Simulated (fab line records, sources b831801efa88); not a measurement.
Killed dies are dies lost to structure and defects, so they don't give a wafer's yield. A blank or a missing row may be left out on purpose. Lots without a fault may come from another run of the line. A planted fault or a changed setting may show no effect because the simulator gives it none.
fab line records    flow gf180mcu
record lots=5  wafers=15  last_day=33
route steps=602 shown TOP_METAL@567 PASSIVATION@587
lots that met no fault: taken from a fault-free run of the same line
start_h: start of the lot's first displayed wafer, in hours after the record's first day    wait_h: hours since the lot's step before    " as in the row above    L1.1+2: a row that stands for several wafers    - no value present, or no start provided    * or withheld: withheld    < > ~ a bound
route shown NAME@n: names a module that has steps shown in the file, with the first one's number in the route    usual: the fault-free wafers' mean and standard deviation    same: alike in all rows    chamber/n: place in a boat    sites: readings site by site    _std_site: the standard deviation of these    _edge_site: the outer-site mean with the inner-site mean subtracted    radius_mm: how far each site lies from the wafer's centre    mask NAME#n: copy n    behind: the tool/chamber that last shaped the wafer    hold: the reason the lot was held/the length of the hold in hours/how it ended    device: whichever transistor did not switch (one of n, p or np)    end of line: the same wafers' tests at the end of the route    for a step that has no rows: nothing shown but its recipe    killed: dies that structure and defects cost at the first sort, which is not the same as the wafer's yield    map: a wafer's dies, marking killed ones x, the rest . and places with no die _
set.NAME: the setting as run; set.NAME@STEP: as run at that earlier step    model.NAME: the simulator's own value behind a step, which no gauge read
a table for each step, a row for each wafer; lots at some steps of the route
services: a tool's chamber out of use, with start hour (start_h, from the record's first day; less than 0 if before it), hours out, and reason
## steps
# step GF_TOP_METAL_SPUTTER_00
# recipe material=Ti  target_thk_nm=37.5  arriving_ion_energy_ev=80  substrate_temp_c=200  chamber_pressure_pa=2  power_w=4000  time_s=150
# usual substrate_temp_c=200.02/0.16  throttle_valve_pct=29.9/0.66
lot.wafer  tool            chamber  start_h  wait_h  substrate_temp_c  throttle_valve_pct
L075.1     pvd_sputter-01  -        634.80   0.1     200.06            29.5
L075.2     "               -        "        "       199.87            28.8
L075.3     "               -        "        "       199.84            30.2
L079.1     pvd_sputter-01  -        671.23   0.1     200.18            30.5
L079.4     "               -        "        "       199.94            29.1
L079.6     "               -        "        "       200.17            29.9
L083.1     pvd_sputter-02  -        695.02   0.2     199.85            29.8
L083.2     "               -        "        "       200.02            29.5
L083.4     "               -        "        "       199.94            30.7
L086.1     pvd_sputter-04  -        711.56   0.1     199.98            30.6
L086.3     "               -        "        "       200.26            31.0
L086.4     "               -        "        "       199.99            28.7
L090.4     pvd_sputter-04  -        745.67   0.1     200.01            31.0
L090.5     "               -        "        "       199.97            30.6
L090.6     "               -        "        "       200.12            28.7
# step GF_TOP_METAL_SPUTTER_01
# recipe material=TiN  target_thk_nm=30  power_w=6500  time_s=25  chamber_pressure_pa=0.4
# usual throttle_valve_pct=29.9/0.67
lot.wafer  tool            chamber  start_h  wait_h  throttle_valve_pct
L075.1     pvd_sputter-01  -        634.92   0.1     29.3
L075.2     "               -        "        "       29.2
L075.3     "               -        "        "       30.4
L079.1     pvd_sputter-01  -        671.33   0.1     30.0
L079.4     "               -        "        "       28.8
L079.6     "               -        "        "       29.6
L083.1     pvd_sputter-02  -        695.12   0.1     29.8
L083.2     "               -        "        "       29.6
L083.4     "               -        "        "       30.6
L086.1     pvd_sputter-04  -        711.66   0.1     30.4
L086.3     "               -        "        "       30.7
L086.4     "               -        "        "       28.9
L090.4     pvd_sputter-04  -        745.77   0.1     31.1
L090.5     "               -        "        "       30.6
L090.6     "               -        "        "       28.7
# step GF_TOP_METAL_SPUTTER_02
# recipe material=AlCu  target_thk_nm=900  power_w=10600  chamber_pressure_pa=0.3  substrate_temp_c=250  gas=Ar  time_s=47.82
# usual substrate_temp_c=250.00/0.19  throttle_valve_pct=29.9/0.66
lot.wafer  tool            chamber  start_h  wait_h  substrate_temp_c  throttle_valve_pct
L075.1     pvd_sputter-01  -        634.95   0.0     250.17            29.4
L075.2     "               -        "        "       250.03            29.1
L075.3     "               -        "        "       250.12            30.3
L079.1     pvd_sputter-01  -        671.36   0.0     250.08            30.1
L079.4     "               -        "        "       250.27            28.7
L079.6     "               -        "        "       250.11            29.7
L083.1     pvd_sputter-02  -        695.16   0.0     250.03            30.1
L083.2     "               -        "        "       250.25            29.3
L083.4     "               -        "        "       249.70            30.6
L086.1     pvd_sputter-04  -        711.69   0.0     250.10            30.6
L086.3     "               -        "        "       249.98            30.8
L086.4     "               -        "        "       249.78            29.1
L090.4     pvd_sputter-04  -        745.80   0.0     250.15            31.2
L090.5     "               -        "        "       249.87            30.8
L090.6     "               -        "        "       250.01            29.1
# step GF_TOP_METAL_SPUTTER_03
# recipe material=Ti  target_thk_nm=5  substrate_temp_c=300  chamber_pressure_pa=0.3  power_w=3000  time_s=3.3
# usual substrate_temp_c=299.98/0.18  throttle_valve_pct=29.9/0.67
lot.wafer  tool            chamber  start_h  wait_h  substrate_temp_c  throttle_valve_pct
L075.1     pvd_sputter-01  -        635.00   0.0     300.01            29.5
L075.2     "               -        "        "       299.93            28.8
L075.3     "               -        "        "       300.09            30.4
L079.1     pvd_sputter-01  -        671.40   0.0     299.99            30.1
L079.4     "               -        "        "       299.94            29.0
L079.6     "               -        "        "       299.77            29.8
L083.1     pvd_sputter-02  -        695.20   0.0     299.75            30.1
L083.2     "               -        "        "       300.18            29.4
L083.4     "               -        "        "       299.65            30.5
L086.1     pvd_sputter-04  -        711.73   0.0     300.04            30.6
L086.3     "               -        "        "       299.89            30.8
L086.4     "               -        "        "       299.91            29.1
L090.4     pvd_sputter-04  -        745.85   0.0     299.85            30.8
L090.5     "               -        "        "       300.11            30.5
L090.6     "               -        "        "       299.74            28.6
# step GF_TOP_METAL_SPUTTER_04
# recipe material=TiN  target_thk_nm=25  power_w=6500  time_s=20.8  chamber_pressure_pa=0.4
# usual throttle_valve_pct=29.9/0.68
lot.wafer  tool            chamber  start_h  wait_h  throttle_valve_pct
L075.1     pvd_sputter-01  -        635.02   0.0     29.6
L075.2     "               -        "        "       29.0
L075.3     "               -        "        "       30.2
L079.1     pvd_sputter-01  -        671.42   0.0     30.0
L079.4     "               -        "        "       29.1
L079.6     "               -        "        "       29.4
L083.1     pvd_sputter-02  -        695.22   0.0     29.9
L083.2     "               -        "        "       29.4
L083.4     "               -        "        "       30.4
L086.1     pvd_sputter-04  -        711.75   0.0     30.9
L086.3     "               -        "        "       30.9
L086.4     "               -        "        "       28.7
L090.4     pvd_sputter-04  -        745.86   0.0     30.8
L090.5     "               -        "        "       30.4
L090.6     "               -        "        "       29.0
# step GF_TOP_METAL_RS_MEAS_05
# recipe thk_meas_gauge=four-point-probe  reads=TiN_of_TOP_METAL_SPUTTER_04+Ti_of_TOP_METAL_SPUTTER_03+AlCu_of_TOP_METAL_SPUTTER_02+TiN_of_TOP_METAL_SPUTTER_01+Ti_of_TOP_METAL_SPUTTER_00
# usual TOP_METAL_ALCU_RS=0.0328/0.00037
lot.wafer  tool           chamber  start_h  wait_h  TOP_METAL_ALCU_RS[ohm/sq]
L075.1     film_metro-04  -        635.05   0.0     0.0325
L075.2     "              -        "        "       0.0325
L075.3     "              -        "        "       0.0325
L079.1     film_metro-02  -        671.45   0.0     0.0328
L079.4     "              -        "        "       0.0329
L079.6     "              -        "        "       0.0330
L083.1     film_metro-04  -        695.25   0.0     0.0335
L083.2     "              -        "        "       0.0330
L083.4     "              -        "        "       0.0334
L086.1     film_metro-02  -        711.78   0.0     0.0332
L086.3     "              -        "        "       0.0331
L086.4     "              -        "        "       0.0333
L090.4     film_metro-03  -        745.95   0.1     0.0331
L090.5     "              -        "        "       0.0331
L090.6     "              -        "        "       0.0331
# step GF_TOP_METAL_THK_MEAS_06
# recipe thk_meas_gauge=xrf  reads=AlCu_of_TOP_METAL_SPUTTER_02
# usual TOP_METAL_ALCU_THK=877/12
lot.wafer  tool           chamber  start_h  wait_h  TOP_METAL_ALCU_THK[nm]
L075.1     film_metro-04  -        635.17   0.1     896
L075.2     "              -        "        "       896
L075.3     "              -        "        "       897
L079.1     film_metro-02  -        671.57   0.1     872
L079.4     "              -        "        "       868
L079.6     "              -        "        "       862
L083.1     film_metro-04  -        695.37   0.1     869
L083.2     "              -        "        "       874
L083.4     "              -        "        "       869
L086.1     film_metro-02  -        711.90   0.1     859
L086.3     "              -        "        "       862
L086.4     "              -        "        "       859
L090.4     film_metro-03  -        746.04   0.1     870
L090.5     "              -        "        "       864
L090.6     "              -        "        "       866
# step GF_TOP_METAL_DEHYDRATE_07
# recipe temp_c=200  time_s=60
lot.wafer   tool            chamber  start_h  wait_h
L075.1+2+3  litho_track-01  0        644.39   9.2
L079.1+4+6  litho_track-03  0        678.47   6.9
L083.1+2+4  litho_track-03  0        704.32   8.9
L086.1+3+4  litho_track-04  0        718.90   7.0
L090.4+5+6  litho_track-03  0        753.04   7.0
# step GF_TOP_METAL_HMDS_08
# recipe prime_time_s=60  prime_temp_c=120
lot.wafer   tool            chamber  start_h  wait_h
L075.1+2+3  litho_track-01  0        644.54   0.1
L079.1+4+6  litho_track-03  0        678.62   0.1
L083.1+2+4  litho_track-03  0        704.47   0.1
L086.1+3+4  litho_track-04  0        719.05   0.1
L090.4+5+6  litho_track-03  0        753.19   0.1
# step GF_TOP_METAL_COAT_09
# recipe resist=NOVOLAK  spin_rpm=3000  resist_thk_nm=1500
# usual dispense_pressure_kPa=49.8/0.35  spin_speed_rpm=2999.7/2.7
lot.wafer  tool            chamber  start_h  wait_h  dispense_pressure_kPa  spin_speed_rpm
L075.1     litho_track-01  0        644.69   0.1     49.6                   2995.9
L075.2     "               0        "        "       49.6                   3002.5
L075.3     "               0        "        "       49.6                   2998.9
L079.1     litho_track-03  0        678.77   0.1     50.1                   2997.4
L079.4     "               0        "        "       50.1                   2997.3
L079.6     "               0        "        "       50.1                   2998.2
L083.1     litho_track-03  0        704.62   0.1     50.1                   2995.0
L083.2     "               0        "        "       50.1                   3000.0
L083.4     "               0        "        "       50.2                   2999.8
L086.1     litho_track-04  0        719.20   0.1     49.2                   3000.0
L086.3     "               0        "        "       49.3                   3001.6
L086.4     "               0        "        "       49.2                   2998.5
L090.4     litho_track-03  0        753.34   0.1     50.2                   2999.9
L090.5     "               0        "        "       50.2                   2997.6
L090.6     "               0        "        "       50.2                   3001.2
# step GF_TOP_METAL_SOFTBAKE_10
# recipe temp_c=90  time_s=60  resist=NOVOLAK
lot.wafer   tool            chamber  start_h  wait_h
L075.1+2+3  litho_track-01  0        644.84   0.1
L079.1+4+6  litho_track-03  0        678.92   0.1
L083.1+2+4  litho_track-03  0        704.77   0.1
L086.1+3+4  litho_track-04  0        719.35   0.1
L090.4+5+6  litho_track-03  0        753.49   0.1
# step GF_TOP_METAL_EXPOSE_11
# recipe mask_id=MetalTop  target_cd_nm=440  na=0.6  source_shape=conventional  sigma_outer=0.6  dose_mj=170
lot.wafer   tool              chamber  start_h  wait_h  mask
L075.1+2+3  iline_stepper-01  0        -        -       MetalTop#0
L079.1+4+6  iline_stepper-02  0        -        -       MetalTop#0
L083.1+2+4  iline_stepper-01  0        -        -       MetalTop#0
L086.1+3+4  iline_stepper-02  0        -        -       MetalTop#0
L090.4+5+6  iline_stepper-01  0        -        -       MetalTop#0
# step GF_TOP_METAL_PEB_12
# recipe temp_c=withheld  time_s=*  resist=NOVOLAK
lot.wafer   tool            chamber  start_h  wait_h
L075.1+2+3  litho_track-04  0        -        -
L079.1+4+6  litho_track-03  0        -        -
L083.1+2+4  litho_track-04  0        -        -
L086.1+3+4  litho_track-01  0        -        -
L090.4+5+6  litho_track-01  0        -        -
# step GF_TOP_METAL_DEVELOP_13
# recipe develop_time_s=61.4  dev_temp_c=23
lot.wafer   tool            chamber  start_h  wait_h
L075.1+2+3  litho_track-04  0        654.65   0.1
L079.1+4+6  litho_track-03  0        688.67   0.1
L083.1+2+4  litho_track-04  0        713.60   0.1
L086.1+3+4  litho_track-01  0        728.74   0.1
L090.4+5+6  litho_track-01  0        761.76   0.1
# step GF_TOP_METAL_CD_MEAS_14
# recipe target_cd_nm=440
# usual cd_nm=440.4/2
lot.wafer  tool       chamber  start_h  wait_h  cd_nm
L075.1     cd_sem-01  -        654.89   0.2     440.0
L075.2     "          -        "        "       439.6
L075.3     "          -        "        "       439.7
L079.1     cd_sem-01  -        688.82   0.1     438.6
L079.4     "          -        "        "       437.8
L079.6     "          -        "        "       440.0
L083.1     cd_sem-02  -        713.75   0.1     441.7
L083.2     "          -        "        "       440.8
L083.4     "          -        "        "       443.0
L086.1     cd_sem-02  -        728.89   0.1     437.7
L086.3     "          -        "        "       439.2
L086.4     "          -        "        "       437.3
L090.4     cd_sem-02  -        761.90   0.1     440.5
L090.5     "          -        "        "       438.4
L090.6     "          -        "        "       439.1
# step GF_TOP_METAL_OVL_MEAS_15
# usual TOP_METAL_OVL=-0.9/1.5
lot.wafer  tool        chamber  start_h  wait_h  TOP_METAL_OVL[nm]
L075.1     overlay-01  -        655.01   0.1     0.4
L075.2     "           -        "        "       0.3
L075.3     "           -        "        "       0.1
L079.1     overlay-02  -        688.94   0.1     -1.7
L079.4     "           -        "        "       -1.8
L079.6     "           -        "        "       -2.4
L083.1     overlay-02  -        713.87   0.1     -1.1
L083.2     "           -        "        "       -0.2
L083.4     "           -        "        "       0.0
L086.1     overlay-01  -        729.01   0.1     0.7
L086.3     "           -        "        "       0.3
L086.4     "           -        "        "       0.1
L090.4     overlay-02  -        761.97   0.1     -1.2
L090.5     "           -        "        "       -0.6
L090.6     "           -        "        "       0.8
# step GF_TOP_METAL_METAL_ETCH_16
# recipe chemistry=Cl2/BCl3  mask_material=NOVOLAK  target_depth_nm=1077.5  stop_on=SiO2  pressure_mtorr=8  icp_w=800  bias_w=140  Cl2_flow_sccm=80  bcl3_flow_sccm=40  time_s=179.6
# usual drypump_motor_current_A=5.76/0.23  oes_product_au=0.965/0.0069  throttle_valve_pct=28.258/0.01
lot.wafer  tool          chamber  start_h  wait_h  drypump_motor_current_A  oes_product_au  rf_hours_counter_h  throttle_valve_pct
L075.1     rie_metal-02  0        655.04   0.0     5.74                     0.968           12                  28.249
L075.2     "             1        "        "       5.66                     0.966           12                  28.255
L075.3     "             1        "        "       5.66                     0.977           -                   28.262
L079.1     rie_metal-02  0        688.97   0.0     5.73                     0.977           14                  28.258
L079.4     "             0        "        "       5.72                     0.963           -                   28.250
L079.6     "             0        "        "       5.73                     0.968           -                   28.246
L083.1     rie_metal-02  0        713.91   0.0     5.75                     0.948           16                  28.281
L083.2     "             0        "        "       5.74                     0.963           -                   28.264
L083.4     "             0        "        "       5.76                     0.964           -                   28.275
L086.1     rie_metal-04  0        729.04   0.0     5.81                     0.956           7                   28.262
L086.3     "             0        "        "       5.85                     0.958           -                   28.265
L086.4     "             0        "        "       5.88                     0.965           -                   28.274
L090.4     rie_metal-01  0        762.05   0.1     5.35                     0.958           -                   28.271
L090.5     "             0        "        "       5.36                     0.962           -                   28.253
L090.6     "             1        "        "       6.39                     0.966           -                   28.256
# step GF_TOP_METAL_STRIP_17
# recipe chemistry=O2/N2  power_w=1400  pressure_mtorr=1500  platen_temp_c=250  o2_flow_sccm=3000  n2_flow_sccm=300  overash_fraction=0.5
# usual drypump_motor_current_A=5.7/0.31  heater_power_w=344/31  oes_product_au=0.711/0.0043  strip_time_to_endpoint_s=13.47/0.06
lot.wafer  tool             chamber  start_h  wait_h  drypump_motor_current_A  heater_power_w  oes_product_au  rf_hours_counter_h  strip_time_to_endpoint_s
L075.1     plasma_asher-02  1        655.28   0.2     5.6                      414             0.712           24                  13.43
L075.2     "                0        "        "       6.1                      332             0.715           24                  13.46
L075.3     "                1        "        "       5.6                      402             0.709           -                   13.48
L079.1     plasma_asher-04  0        689.32   0.3     6.0                      344             0.711           106                 13.41
L079.4     "                1        "        "       6.1                      333             0.718           -                   13.56
L079.6     "                0        "        "       5.9                      340             0.711           -                   13.56
L083.1     plasma_asher-02  1        714.26   0.3     5.6                      425             0.706           30                  13.40
L083.2     "                0        "        "       6.1                      341             0.706           30                  13.43
L083.4     "                1        "        "       5.6                      408             0.708           -                   13.46
L086.1     plasma_asher-04  1        729.39   0.3     6.1                      330             0.715           111                 13.52
L086.3     "                1        "        "       6.1                      334             0.710           -                   13.48
L086.4     "                0        "        "       5.9                      337             0.719           -                   13.49
L090.4     plasma_asher-04  0        762.20   0.1     5.9                      337             0.710           -                   13.58
L090.5     "                0        "        "       5.9                      345             0.712           -                   13.53
L090.6     "                1        "        "       6.1                      326             0.712           -                   13.55
# step GF_TOP_METAL_STRIP_18
# recipe chemistry=post_etch_residue_remover  time_s=1200  temp_c=72.5
lot.wafer   tool          chamber  start_h  wait_h
L075.1+2+3  wet_bench-01  2        655.38   0.1
L079.1+4+6  wet_bench-02  2        689.42   0.1
L083.1+2+4  wet_bench-01  0        714.36   0.1
L086.1+3+4  wet_bench-01  0        729.49   0.1
L090.4+5+6  wet_bench-04  1        762.27   0.0
# step GF_TOP_METAL_CLEAN_19
# recipe chemistry=DIW  dry=n2_spin
lot.wafer   tool          chamber  start_h  wait_h
L075.1+2+3  wet_bench-02  2        655.72   0.0
L079.1+4+6  wet_bench-02  3        689.76   0.0
L083.1+2+4  wet_bench-04  1        714.70   0.0
L086.1+3+4  wet_bench-01  2        729.83   0.0
L090.4+5+6  wet_bench-02  0        762.64   0.0
# step GF_PASSIVATION_CVD_00
# recipe material=SiO2  target_thk_nm=1000  precursor=TEOS  temp_c=400  time_s=111.95  rf_w=600
# usual heater_power_w=628/94
lot.wafer  tool      chamber  start_h  wait_h  heater_power_w  since_wet_clean_h
L075.1     pecvd-02  2        655.82   0.0     542             689
L075.2     "         1        "        "       534             689
L075.3     "         0        "        "       652             689
L079.1     pecvd-03  1        689.86   0.0     795             307
L079.4     "         0        "        "       607             -
L079.6     "         2        "        "       532             -
L083.1     pecvd-03  1        714.79   0.0     781             332
L083.2     "         2        "        "       584             332
L083.4     "         0        "        "       729             -
L086.1     pecvd-03  2        729.92   0.0     626             347
L086.3     "         0        "        "       644             347
L086.4     "         1        "        "       632             -
L090.4     pecvd-03  2        762.78   0.0     539             -
L090.5     "         0        "        "       668             -
L090.6     "         1        "        "       760             -
# step GF_PASSIVATION_THK_MEAS_01
# recipe reads=SiO2_of_PASSIVATION_CVD_00
# usual PASSIVATION_CVD_00_THK=999/11
lot.wafer  tool           chamber  start_h  wait_h  PASSIVATION_CVD_00_THK[nm]
L075.1     film_metro-01  -        655.90   0.0     992
L075.2     "              -        "        "       992
L075.3     "              -        "        "       995
L079.1     film_metro-02  -        689.93   0.0     994
L079.4     "              -        "        "       1011
L079.6     "              -        "        "       1001
L083.1     film_metro-02  -        714.87   0.0     985
L083.2     "              -        "        "       984
L083.4     "              -        "        "       1008
L086.1     film_metro-04  -        730.00   0.0     993
L086.3     "              -        "        "       995
L086.4     "              -        "        "       1013
L090.4     film_metro-01  -        762.85   0.0     1012
L090.5     "              -        "        "       1013
L090.6     "              -        "        "       1012
# step GF_PASSIVATION_CVD_02
# recipe material=Si3N4  target_thk_nm=700  time_s=486.18  temp_c=400  rf_w=450
# usual heater_power_w=692/93
lot.wafer  tool      chamber  start_h  wait_h  heater_power_w  since_wet_clean_h
L075.1     pecvd-03  2        655.96   0.1     709             273
L075.2     "         0        "        "       714             273
L075.3     "         1        "        "       780             273
L079.1     pecvd-02  2        689.99   0.1     530             724
L079.4     "         0        "        "       714             -
L079.6     "         1        "        "       701             -
L083.1     pecvd-02  1        714.93   0.1     673             749
L083.2     "         2        "        "       596             749
L083.4     "         2        "        "       482             -
L086.1     pecvd-02  0        730.06   0.1     704             764
L086.3     "         2        "        "       498             764
L086.4     "         1        "        "       567             -
L090.4     pecvd-02  0        763.02   0.2     684             -
L090.5     "         2        "        "       570             -
L090.6     "         1        "        "       665             -
# step GF_PASSIVATION_THK_MEAS_03
# recipe reads=Si3N4_of_PASSIVATION_CVD_02
# usual PASSIVATION_CVD_02_THK=700/8.5
lot.wafer  tool           chamber  start_h  wait_h  PASSIVATION_CVD_02_THK[nm]
L075.1     film_metro-01  -        656.24   0.1     697
L075.2     "              -        "        "       694
L075.3     "              -        "        "       696
L079.1     film_metro-01  -        690.37   0.2     695
L079.4     "              -        "        "       707
L079.6     "              -        "        "       707
L083.1     film_metro-01  -        715.22   0.1     697
L083.2     "              -        "        "       694
L083.4     "              -        "        "       703
L086.1     film_metro-04  -        730.35   0.1     687
L086.3     "              -        "        "       686
L086.4     "              -        "        "       701
L090.4     film_metro-02  -        763.19   0.0     706
L090.5     "              -        "        "       702
L090.6     "              -        "        "       708
# step GF_PASSIVATION_DEHYDRATE_04
# recipe temp_c=200  time_s=60
lot.wafer   tool            chamber  start_h  wait_h
L075.1+2+3  litho_track-03  0        664.97   8.7
L079.1+4+6  litho_track-03  0        698.07   7.7
L083.1+2+4  litho_track-02  0        722.98   7.8
L086.1+3+4  litho_track-04  0        737.60   7.2
L090.4+5+6  litho_track-02  0        770.40   7.2
# step GF_PASSIVATION_HMDS_05
# recipe prime_time_s=60  prime_temp_c=120
lot.wafer   tool            chamber  start_h  wait_h
L075.1+2+3  litho_track-03  0        665.12   0.1
L079.1+4+6  litho_track-03  0        698.22   0.1
L083.1+2+4  litho_track-02  0        723.13   0.1
L086.1+3+4  litho_track-04  0        737.75   0.1
L090.4+5+6  litho_track-02  0        770.55   0.1
# step GF_PASSIVATION_COAT_06
# recipe spin_rpm=2000  resist_thk_nm=4000
# usual dispense_pressure_kPa=47.6/2.4  spin_speed_rpm=2000.2/1.3
lot.wafer  tool            chamber  start_h  wait_h  dispense_pressure_kPa  spin_speed_rpm
L075.1     litho_track-03  0        665.27   0.1     50.2                   1998.4
L075.2     "               0        "        "       50.1                   1997.7
L075.3     "               0        "        "       50.1                   2001.2
L079.1     litho_track-03  0        698.37   0.1     50.1                   2000.0
L079.4     "               0        "        "       50.1                   2001.5
L079.6     "               0        "        "       50.1                   2002.3
L083.1     litho_track-02  0        723.28   0.1     45.0                   2000.6
L083.2     "               0        "        "       45.0                   1999.8
L083.4     "               0        "        "       45.0                   1999.6
L086.1     litho_track-04  0        737.90   0.1     49.2                   2001.0
L086.3     "               0        "        "       49.3                   2000.8
L086.4     "               0        "        "       49.3                   2000.8
L090.4     litho_track-02  0        770.70   0.1     45.0                   2000.6
L090.5     "               0        "        "       45.0                   2001.6
L090.6     "               0        "        "       45.0                   1999.5
# step GF_PASSIVATION_SOFTBAKE_07
# recipe temp_c=110  time_s=withheld
lot.wafer   tool            chamber  start_h  wait_h
L075.1+2+3  litho_track-03  0        665.42   0.1
L079.1+4+6  litho_track-03  0        698.52   0.1
L083.1+2+4  litho_track-02  0        723.43   0.1
L086.1+3+4  litho_track-04  0        738.05   0.1
L090.4+5+6  litho_track-02  0        770.88   0.1
# step GF_PASSIVATION_EXPOSE_08
# recipe mask_id=Pad  target_cd_nm=40000  na=0.57  dose_mj=310
lot.wafer   tool              chamber  start_h  wait_h  mask
L075.1+2+3  iline_stepper-01  0        -        -       Pad#0
L079.1+4+6  iline_stepper-02  0        -        -       Pad#0
L083.1+2+4  iline_stepper-01  0        -        -       Pad#0
L086.1+3+4  iline_stepper-01  0        -        -       Pad#0
L090.4+5+6  iline_stepper-02  0        -        -       Pad#0
# step GF_PASSIVATION_PEB_09
# recipe temp_c=115  time_s=withheld
lot.wafer   tool            chamber  start_h  wait_h
L075.1+2+3  litho_track-04  0        -        -
L079.1+4+6  litho_track-03  0        -        -
L083.1+2+4  litho_track-04  0        -        -
L086.1+3+4  litho_track-03  0        -        -
L090.4+5+6  litho_track-02  0        -        -
# step GF_PASSIVATION_DEVELOP_10
# recipe develop_time_s=60  dev_temp_c=23
lot.wafer   tool            chamber  start_h  wait_h
L075.1+2+3  litho_track-04  0        -        -
L079.1+4+6  litho_track-03  0        -        -
L083.1+2+4  litho_track-04  0        -        -
L086.1+3+4  litho_track-03  0        -        -
L090.4+5+6  litho_track-02  0        -        -
# step GF_PASSIVATION_ETCH_11
# recipe chemistry=CF4/O2  target_depth_nm=1800  stop_on=TiN  source_w=800  bias_w=150  pressure_mtorr=150  cf4_flow_sccm=80  O2_flow_sccm=10  time_s=400
# usual O2_flow_sccm=10.002/0.027  drypump_motor_current_A=6.1/0.55  oes_product_au=0.962/0.0074  throttle_valve_pct=5.961/0.0094
lot.wafer  tool         chamber  start_h  wait_h  O2_flow_sccm  drypump_motor_current_A  oes_product_au  rf_hours_counter_h  throttle_valve_pct
L075.1     rie_diel-03  2        674.10   -       9.993         5.5                      0.960           5                   5.965
L075.2     "            3        "        "       10.070        5.3                      0.955           5                   5.947
L075.3     "            1        "        "       9.983         6.6                      0.958           45                  5.974
L079.1     rie_diel-04  1        708.87   -       9.996         5.8                      0.971           8                   5.956
L079.4     "            3        "        "       10.041        5.1                      0.970           9                   5.971
L079.6     "            1        "        "       10.040        5.8                      0.968           -                   5.957
L083.1     rie_diel-04  0        732.70   -       9.979         6.4                      0.954           11                  5.959
L083.2     "            3        "        "       9.980         5.1                      0.957           10                  5.964
L083.4     "            1        "        "       10.045        5.8                      0.973           10                  5.957
L086.1     rie_diel-04  3        747.42   -       10.024        5.1                      0.955           11                  5.956
L086.3     "            0        "        "       10.011        6.5                      0.962           12                  5.953
L086.4     "            2        "        "       9.990         6.7                      0.963           8                   5.963
L090.4     rie_diel-01  1        778.40   -       9.953         6.2                      0.971           -                   5.956
L090.5     "            3        "        "       9.993         6.4                      0.969           -                   5.946
L090.6     "            2        "        "       10.004        6.8                      0.969           -                   5.954
# step GF_PASSIVATION_STRIP_12
# recipe chemistry=O2/N2  power_w=1400  pressure_mtorr=1500  platen_temp_c=250  o2_flow_sccm=3000  n2_flow_sccm=300  overash_fraction=0.5
# usual drypump_motor_current_A=5.6/0.36  heater_power_w=369/35  oes_product_au=0.719/0.0047  strip_time_to_endpoint_s=34.74/0.17
lot.wafer  tool             chamber  start_h  wait_h  drypump_motor_current_A  heater_power_w  oes_product_au  rf_hours_counter_h  strip_time_to_endpoint_s
L075.1     plasma_asher-01  1        674.34   0.1     5.4                      322             0.717           89                  34.67
L075.2     "                0        "        "       5.3                      364             0.716           89                  34.68
L075.3     "                1        "        "       5.4                      318             0.718           -                   34.89
L079.1     plasma_asher-02  1        709.11   0.1     5.6                      409             0.715           29                  34.54
L079.4     "                1        "        "       5.6                      411             0.714           -                   34.60
L079.6     "                1        "        "       5.6                      428             0.726           -                   34.47
L083.1     plasma_asher-03  0        732.94   0.1     5.0                      397             0.716           62                  34.66
L083.2     "                1        "        "       5.9                      353             0.714           62                  34.81
L083.4     "                0        "        "       5.0                      394             0.716           -                   34.74
L086.1     plasma_asher-02  1        747.66   0.1     5.6                      414             0.712           33                  34.71
L086.3     "                0        "        "       6.0                      333             0.718           -                   34.40
L086.4     "                1        "        "       5.6                      413             0.717           -                   34.79
L090.4     plasma_asher-01  0        778.55   0.0     5.4                      372             0.724           -                   34.92
L090.5     "                0        "        "       5.4                      366             0.724           -                   34.88
L090.6     "                1        "        "       5.4                      310             0.717           -                   34.68
# step GF_PASSIVATION_ANNEAL_13
# recipe temp_c=400  time_s=1800  ambient=N2/H2  idle_temp_c=300  ramp_up_c_per_min=10  ramp_down_c_per_min=3
lot.wafer   tool        chamber  start_h  wait_h
L075.1+2+3  furnace-01  0        675.21   0.8
L079.1+4+6  furnace-01  0        709.21   0.1
L083.1+2+4  furnace-01  0        733.04   0.1
L086.1+3+4  furnace-02  0        747.76   0.1
L090.4+5+6  furnace-02  0        778.62   0.0
# step GF_PASSIVATION_BOW_MEAS_14
# recipe mode=bow
# usual PASSIVATION_BOW=139/11
lot.wafer  tool           chamber  start_h  wait_h  PASSIVATION_BOW[um]
L075.1     film_metro-01  -        676.71   0.0     137
L075.2     "              -        "        "       131
L075.3     "              -        "        "       132
L079.1     film_metro-04  -        710.71   0.0     143
L079.4     "              -        "        "       142
L079.6     "              -        "        "       154
L083.1     film_metro-01  -        734.54   0.0     134
L083.2     "              -        "        "       130
L083.4     "              -        "        "       127
L086.1     film_metro-01  -        749.26   0.0     156
L086.3     "              -        "        "       158
L086.4     "              -        "        "       160
L090.4     film_metro-02  -        780.18   0.1     143
L090.5     "              -        "        "       137
L090.6     "              -        "        "       129
## services
tool              chamber  start_h  hours  kind
pecvd-02          -        612.09   4.3    pm
pecvd-03          -        616.11   0.6    repair
furnace-01        -        623.76   33.9   pm
plasma_asher-02   -        634.87   2.8    pm
iline_stepper-01  -        650.47   2.1    pm
furnace-01        -        657.71   7.7    pm
pecvd-02          -        658.08   14.6   pm
furnace-02        -        666.76   7.3    pm
furnace-01        -        682.38   1.2    repair
iline_stepper-01  -        683.35   2.7    repair
rie_metal-02      -        702.60   0.8    repair
furnace-01        -        704.78   3.2    pm
iline_stepper-01  -        705.98   5.7    repair
furnace-01        -        710.71   2.7    pm
iline_stepper-02  -        711.66   1.7    pm
plasma_asher-02   -        714.84   14.6   pm
rie_diel-04       0        719.48   9.4    repair
iline_stepper-01  -        726.25   2.6    repair
plasma_asher-04   -        733.75   9.0    pm
iline_stepper-01  -        741.63   1.7    pm
furnace-02        -        741.87   3.8    pm
pvd_sputter-01    -        744.17   4.9    repair
plasma_asher-01   -        752.93   7.2    repair
wet_bench-01      -        766.42   1.9    pm
## key
fault none
